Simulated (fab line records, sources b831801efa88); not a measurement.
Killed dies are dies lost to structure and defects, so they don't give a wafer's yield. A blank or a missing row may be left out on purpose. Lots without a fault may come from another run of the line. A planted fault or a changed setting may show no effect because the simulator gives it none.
One fault seen from 2 desks | flow sky130 | each desk has only its own numbers; what lay behind them comes last

THE METROLOGY DESK
What the gauges read, lot by lot, whatever tool the lot ran on: means of the sampled wafers that have a number. A lot is out of limits, marked OUT, if its mean lies more than 4 standard deviations from the usual mean; the brackets give that distance.
Columns: A = INCOMING_BOW at SKY_FIELD_ISO_BOW_MEAS_00, usual 0 um; B = PWDE_OVL at SKY_PWDE_OVL_MEAS_07, usual 1.9 nm; C = VT_ADJUST_HVTP_TW at SKY_VT_ADJUST_HVTP_TW_MEAS_11, usual 1351; D = VT_ADJUST_LVTN_TW at SKY_VT_ADJUST_LVTN_TW_MEAS_10, usual 241.3
lot  | first seen here | A  | B    | C    | D
L765 | day 1 10:02     | -3 | 1.2  | 1362 | 237.4
L768 | day 2 01:00     | 3  | 1.6  | 1361 | 242.6
L769 | day 2 06:00     | 0  | 2.1  | 1363 | 239.7
L771 | day 2 16:00     | 2  | 2.7  | 1353 | 241.6
L774 | day 3 07:00     | 2  | 1.1  | 1352 | 239.4
L775 | day 3 12:01     | -4 | 3.2  | 1365 | 242.9
L776 | day 3 17:00     | -0 | 1.6  | 1354 | 242.2
L777 | day 3 22:01     | 3  | 2.1  | 1363 | 241.9
L778 | day 4 03:00     | -3 | 1.6  | 1343 | 242.5
L779 | day 4 08:00     | 5  | 1.0  | 1366 | 240.8
L780 | day 4 13:00     | 2  | 0.0  | 1346 | 241.8
L783 | day 5 04:00     | 4  | -0.8 | 1344 | 234.8 (-4.1) OUT
L788 | day 6 05:01     | -2 | 2.9  | 1333 | 242.8
This desk's finding: out of limits on L783; first on L783, day 11 17:06 (VT_ADJUST_LVTN_TW at SKY_VT_ADJUST_LVTN_TW_MEAS_10). In limits: L765, L768, L769, L771, L774, L775, L776, L777, L778, L779, L780, L788.

THE TOOL OWNER'S DESK: implanter-03
The tool's own readings at SKY_VT_ADJUST_LVTN_IMPLANT_08: means of the sampled wafers that have a number, for each lot that ran on this tool. A lot is out of limits, marked OUT, if its mean lies more than 4 standard deviations from the usual mean; the brackets give that distance.
Columns: A = faraday_current_uA at SKY_VT_ADJUST_LVTN_IMPLANT_08, usual 8.85
lot  | first seen here | A
L768 | day 7 18:37     | 8.95
L769 | day 8 00:10     | 8.68
L777 | day 10 01:30    | 8.82
L778 | day 10 10:51    | 8.91
L783 | day 11 16:51    | 8.85
This desk's finding: nothing out of limits on any of the 5 lots.

PUT TOGETHER
The metrology desk could have raised an alarm at day 11 17:06, on L783.
The tool owner's desk saw nothing out of limits.
The tool owner's desk has L783 on record, within its limits.
Of the lots named, all ran SKY_VT_ADJUST_LVTN_IMPLANT_08 on implanter-03.

WHAT THE SIMULATOR HAD PUT IN
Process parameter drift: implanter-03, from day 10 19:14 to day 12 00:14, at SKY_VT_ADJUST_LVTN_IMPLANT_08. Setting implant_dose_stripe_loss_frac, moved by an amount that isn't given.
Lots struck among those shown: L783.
Hours from the fault's start to each desk's first reading out of limits: the metrology desk, 22.
